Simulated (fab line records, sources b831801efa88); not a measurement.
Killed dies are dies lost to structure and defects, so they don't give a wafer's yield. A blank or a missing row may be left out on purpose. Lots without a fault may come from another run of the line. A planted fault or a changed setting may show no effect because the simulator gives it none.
fab line records | flow gf180mcu
record lots=15 wafers=45 last_day=34
route steps=602 shown M2@376 V2@385
lots that met no fault: from a run of the same line without faults
start_h: hours from the record's first day to the start of the lot's first wafer shown | wait_h: hours since the lot's step before | " the same as in the row above | L1.1+2: a row that stands for several wafers | - no value, or no start given | * or withheld: withheld | < > ~ a bound
route shown NAME@n: a module of which the file shows steps, and the number in the route of the first | usual: mean/standard deviation of fault-free wafers | same: alike in all rows | chamber/n: place in a boat | sites: the reading at each site | _std_site: their standard deviation | _edge_site: outer sites' mean less inner sites' | radius_mm: how far each site lies from the wafer's centre | mask NAME#n: copy n | behind: the tool/chamber that last shaped the wafer | hold: why the lot was held/for how many hours/how that ended | device: the transistor (n, p or np) that didn't switch | end of line: the same wafers' tests at the end of the route | a step without rows: its recipe alone | killed: dies lost to structure and defects at the first sort, not the wafer's yield | map: a wafer's dies, x killed, . not, _ none there
set.NAME: the setting as run; set.NAME@STEP: as run at that earlier step | model.NAME: the simulator's own value behind a step, which no gauge read
steps of the route over a sample of lots; a table a step, a row a wafer
services: from which hour (start_h, from the record's first day; less than 0 if before it) a tool's chamber was out of use, for how many hours, and why
## steps
# step GF_M2_CD_MEAS_14
# recipe target_cd_nm=280
# usual cd_nm=279.9/1
# columns lot.wafer tool chamber start_h wait_h cd_nm
L102.3 cd_sem-02 - 456.26 0.1 280.3
L102.4 " - " " 279.9
L102.5 " - " " 280.2
L105.1 cd_sem-02 - 476.11 0.1 279.6
L105.3 " - " " 279.5
L105.6 " - " " 279.4
L104.1 cd_sem-01 - 479.07 0.1 279.6
L104.4 " - " " 280.6
L104.6 " - " " 279.8
L107.2 cd_sem-01 - 499.74 0.1 278.8
L107.4 " - " " 279.2
L107.5 " - " " 278.3
L108.1 cd_sem-02 - 510.21 0.1 279.7
L108.3 " - " " 279.6
L108.4 " - " " 280.4
L110.1 cd_sem-01 - 518.77 0.1 280.6
L110.3 " - " " 280.4
L110.6 " - " " 281.2
L113.1 cd_sem-01 - 540.72 0.1 278.6
L113.2 " - " " 278.5
L113.4 " - " " 279.3
L114.1 cd_sem-01 - 550.38 0.2 279.8
L114.2 " - " " 281.2
L114.3 " - " " 279.6
L115.1 cd_sem-01 - 555.81 0.1 281.4
L115.2 " - " " 279.9
L115.6 " - " " 280.4
L118.2 cd_sem-01 - 574.29 0.1 279.6
L118.3 " - " " 279.4
L118.6 " - " " 281.0
L120.3 cd_sem-01 - 590.80 0.1 280.5
L120.5 " - " " 279.8
L120.6 " - " " 281.4
L121.1 cd_sem-02 - 599.67 0.1 279.5
L121.2 " - " " 280.0
L121.5 " - " " 280.0
L122.3 cd_sem-01 - 606.81 0.1 277.9
L122.4 " - " " 278.1
L122.5 " - " " 278.4
L123.1 cd_sem-01 - 613.16 0.1 280.7
L123.2 " - " " 280.5
L123.4 " - " " 280.1
L124.1 cd_sem-01 - 625.59 0.1 282.1
L124.2 " - " " 281.2
L124.4 " - " " 281.7
# step GF_V2_THK_MEAS_03
# recipe reads=SiO2_of_V2_CVD_02
# usual V2_CVD_02_THK=851/12
# columns lot.wafer tool chamber start_h wait_h V2_CVD_02_THK[nm]
L102.3 film_metro-04 - 457.24 0.1 850
L102.4 " - " " 852
L102.5 " - " " 852
L105.1 film_metro-01 - 477.24 0.0 837
L105.3 " - " " 832
L105.6 " - " " 849
L104.1 film_metro-01 - 480.10 0.0 826
L104.4 " - " " 850
L104.6 " - " " 864
L107.2 film_metro-01 - 500.75 0.0 830
L107.4 " - " " 868
L107.5 " - " " 853
L108.1 film_metro-01 - 511.29 0.0 860
L108.3 " - " " 834
L108.4 " - " " 863
L110.1 film_metro-04 - 519.86 0.0 843
L110.3 " - " " 838
L110.6 " - " " 872
L113.1 film_metro-01 - 541.75 0.0 837
L113.2 " - " " 860
L113.4 " - " " 849
L114.1 film_metro-01 - 551.38 0.0 842
L114.2 " - " " 845
L114.3 " - " " 848
L115.1 film_metro-04 - 556.93 0.0 830
L115.2 " - " " 841
L115.6 " - " " 865
L118.2 film_metro-03 - 575.39 0.0 835
L118.3 " - " " 834
L118.6 " - " " 854
L120.3 film_metro-04 - 591.82 0.1 838
L120.5 " - " " 839
L120.6 " - " " 844
L121.1 film_metro-01 - 600.67 0.0 850
L121.2 " - " " 847
L121.5 " - " " 868
L122.3 film_metro-04 - 608.01 0.1 849
L122.4 " - " " 862
L122.5 " - " " 872
L123.1 film_metro-01 - 614.17 0.0 857
L123.2 " - " " 833
L123.4 " - " " 859
L124.1 film_metro-01 - 626.80 0.0 840
L124.2 " - " " 858
L124.4 " - " " 858
# step GF_V2_CMP_04
# recipe material=SiO2 down_force_psi=4 platen_rpm=60 pad_velocity_m_s=0.94248
# usual motor_current_A=12.3/1 time_to_endpoint_s=79/6.5
# columns lot.wafer tool chamber start_h wait_h motor_current_A time_to_endpoint_s
L102.3 cmp-01 2 457.33 0.1 12.1 75
L102.4 " 0 " " 13.4 83
L102.5 " 1 " " 11.5 79
L105.3 cmp-01 1 477.35 0.1 11.2 69
L105.1 " 3 " " 11.2 70
L105.6 " 0 " " 13.3 78
L104.4 cmp-01 1 480.21 0.1 11.8 73
L104.1 " 3 " " 11.1 67
L104.6 " 0 " " 14.0 84
L107.2 cmp-02 3 500.85 0.1 12.5 71
L107.4 " 1 " " 13.5 82
L107.5 " 3 " " 12.5 79
L108.1 cmp-02 2 511.35 0.1 13.1 91
L108.3 " 3 " " 11.8 76
L108.4 " 0 " " 10.7 92
L110.3 cmp-02 2 519.97 0.1 12.3 77
L110.1 " 0 " " 10.2 78
L110.6 " 2 " " 11.6 92
L113.4 cmp-02 2 541.81 0.0 12.8 84
L113.2 " 3 " " 11.7 82
L113.1 " 1 " " 13.3 71
L114.2 cmp-02 2 551.44 0.0 13.2 81
L114.1 " 3 " " 12.7 72
L114.3 " 1 " " 13.7 76
L115.1 cmp-01 1 556.99 0.1 11.6 65
L115.2 " 0 " " 14.2 76
L115.6 " 2 " " 12.3 77
L118.2 cmp-01 3 575.44 0.0 11.3 72
L118.3 " 1 " " 11.8 70
L118.6 " 3 " " 10.6 80
L120.3 cmp-01 1 591.91 0.1 12.2 75
L120.5 " 0 " " 13.2 79
L120.6 " 1 " " 11.9 77
L121.2 cmp-01 3 600.90 0.2 11.7 77
L121.1 " 0 " " 14.2 81
L121.5 " 0 " " 13.5 90
L122.4 cmp-01 0 608.05 0.0 13.2 90
L122.3 " 3 " " 11.0 82
L122.5 " 0 " " 14.4 97
L123.2 cmp-01 1 614.23 0.0 11.8 69
L123.4 " 2 " " 12.2 82
L123.1 " 0 " " 14.3 80
L124.1 cmp-02 2 626.91 0.1 12.3 78
L124.4 " 3 " " 12.7 78
L124.2 " 0 " " 9.6 85
# step GF_V2_EXPOSE_11
# recipe mask_id=Via2 target_cd_nm=260 na=0.68 source_shape=conventional sigma_outer=0.6 dose_mj=38
# usual exposure_dose_mJ_cm2=37.96/0.038 focus_offset_nm=0.0/0.56 stage_vel_mm_s=500.02/0.27
# columns lot.wafer tool chamber start_h wait_h mask exposure_dose_mJ_cm2 focus_offset_nm stage_vel_mm_s
L102.3 krf_scanner-02 0 469.20 - Via2#0 37.95 0.8 500.12
L102.4 " 0 " " Via2#0 37.95 0.7 500.41
L102.5 " 0 " " Via2#0 37.98 0.3 500.33
L105.1 krf_scanner-02 0 489.47 - Via2#0 37.97 -0.2 500.63
L105.3 " 0 " " Via2#0 38.00 -0.2 499.84
L105.6 " 0 " " Via2#0 37.98 -0.5 500.17
L104.1 krf_scanner-02 0 491.87 - Via2#0 38.03 -0.3 500.20
L104.4 " 0 " " Via2#0 37.98 -0.5 500.06
L104.6 " 0 " " Via2#0 37.97 -0.2 499.77
L107.2 krf_scanner-02 0 513.11 - Via2#0 38.02 0.3 499.70
L107.4 " 0 " " Via2#0 37.98 0.6 499.80
L107.5 " 0 " " Via2#0 38.02 0.7 500.02
L108.1 krf_scanner-02 0 524.11 - Via2#0 38.03 -0.2 499.90
L108.3 " 0 " " Via2#0 38.01 0.0 500.03
L108.4 " 0 " " Via2#0 38.00 0.1 500.21
L110.1 krf_scanner-02 0 532.12 - Via2#0 37.96 -0.6 500.50
L110.3 " 0 " " Via2#0 37.94 0.3 500.26
L110.6 " 0 " " Via2#0 37.93 -0.5 500.09
L113.1 krf_scanner-01 - 553.97 - Via2#0 - - -
L113.2 " - " " Via2#0 - - -
L113.4 " - " " Via2#0 - - -
L114.1 krf_scanner-01 - 562.52 - Via2#0 - - -
L114.2 " - " " Via2#0 - - -
L114.3 " - " " Via2#0 - - -
L115.1 krf_scanner-02 - 568.29 - Via2#0 - - -
L115.2 " - " " Via2#0 - - -
L115.6 " - " " Via2#0 - - -
L118.2 krf_scanner-02 0 586.38 - Via2#0 37.94 0.4 499.56
L118.3 " 0 " " Via2#0 37.98 0.2 499.45
L118.6 " 0 " " Via2#0 37.95 -0.1 499.28
L120.3 krf_scanner-02 0 602.65 - Via2#0 37.95 -0.6 500.13
L120.5 " 0 " " Via2#0 37.94 -0.7 499.83
L120.6 " 0 " " Via2#0 37.94 -0.5 499.75
L121.1 krf_scanner-01 0 611.99 - Via2#0 37.91 0.3 500.08
L121.2 " 0 " " Via2#0 37.98 0.5 500.28
L121.5 " 0 " " Via2#0 37.96 0.3 500.37
L122.3 krf_scanner-01 0 619.05 - Via2#0 38.04 0.7 499.91
L122.4 " 0 " " Via2#0 38.00 0.4 500.26
L122.5 " 0 " " Via2#0 37.96 -0.2 500.09
L123.1 krf_scanner-01 0 625.22 - Via2#0 37.96 -0.6 499.99
L123.2 " 0 " " Via2#0 37.96 -0.8 500.00
L123.4 " 0 " " Via2#0 37.97 -0.4 499.86
L124.1 krf_scanner-02 0 637.59 - Via2#0 37.98 1.1 500.01
L124.2 " 0 " " Via2#0 37.97 -0.2 500.44
L124.4 " 0 " " Via2#0 37.96 0.5 500.02
## services
# columns tool chamber start_h hours kind
krf_scanner-02 - 450.50 1.5 repair
cmp-02 - 463.94 9.9 repair
krf_scanner-02 - 471.54 0.8 pm
krf_scanner-01 - 472.29 1.0 pm
krf_scanner-02 - 472.84 0.4 repair
cmp-01 - 485.75 0.5 repair
krf_scanner-01 - 488.78 7.1 repair
krf_scanner-01 - 497.99 0.9 repair
krf_scanner-01 - 498.86 1.3 pm
krf_scanner-02 - 507.47 1.1 repair
krf_scanner-01 - 514.44 1.5 pm
krf_scanner-02 - 519.09 1.3 pm
krf_scanner-01 0 529.34 - calibration
krf_scanner-01 - 539.05 0.8 pm
krf_scanner-02 - 541.83 1.0 pm
cmp-02 - 557.79 5.1 pm
krf_scanner-02 0 563.11 - calibration
cmp-02 - 572.00 4.0 pm
cmp-02 - 576.00 - consumable_replace:conditioner
cmp-02 - 576.00 - consumable_replace:pad
cmp-02 - 597.93 15.6 pm
krf_scanner-01 - 604.23 4.0 pm
cmp-02 - 614.78 1.0 repair
cmp-01 - 633.03 0.3 repair
## key
first_sign step=GF_V2_EXPOSE_11 reading=tool_record direction=missing
effect none on later readings
met_at GF_V2_EXPOSE_11
struck_lots L113,L114,L115
later_rows_left_out L113.1,L113.2,L113.4,L114.1,L114.2,L114.3,L115.1,L115.2,L115.6
sort_left_out L113.1,L113.2,L113.4,L114.1,L114.2,L114.3,L115.1,L115.2,L115.6
not_acting_at GF_M2_CD_MEAS_14,GF_V2_THK_MEAS_03,GF_V2_CMP_04
onset_between 532.12 553.97
fault kind=skipped_step_whole tool=krf_scanner-01,krf_scanner-02 chamber=- onset_h=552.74 steps=GF_V2_EXPOSE_11 scope=struck_lots_only
# sort_left_out: the simulated sort isn't trusted on such a fault, so these wafers' sort isn't shown, and their yield isn't known
# later_rows_left_out: the simulator's readings of these wafers behind a module that went badly wrong aren't trusted and aren't shown, but for the sort
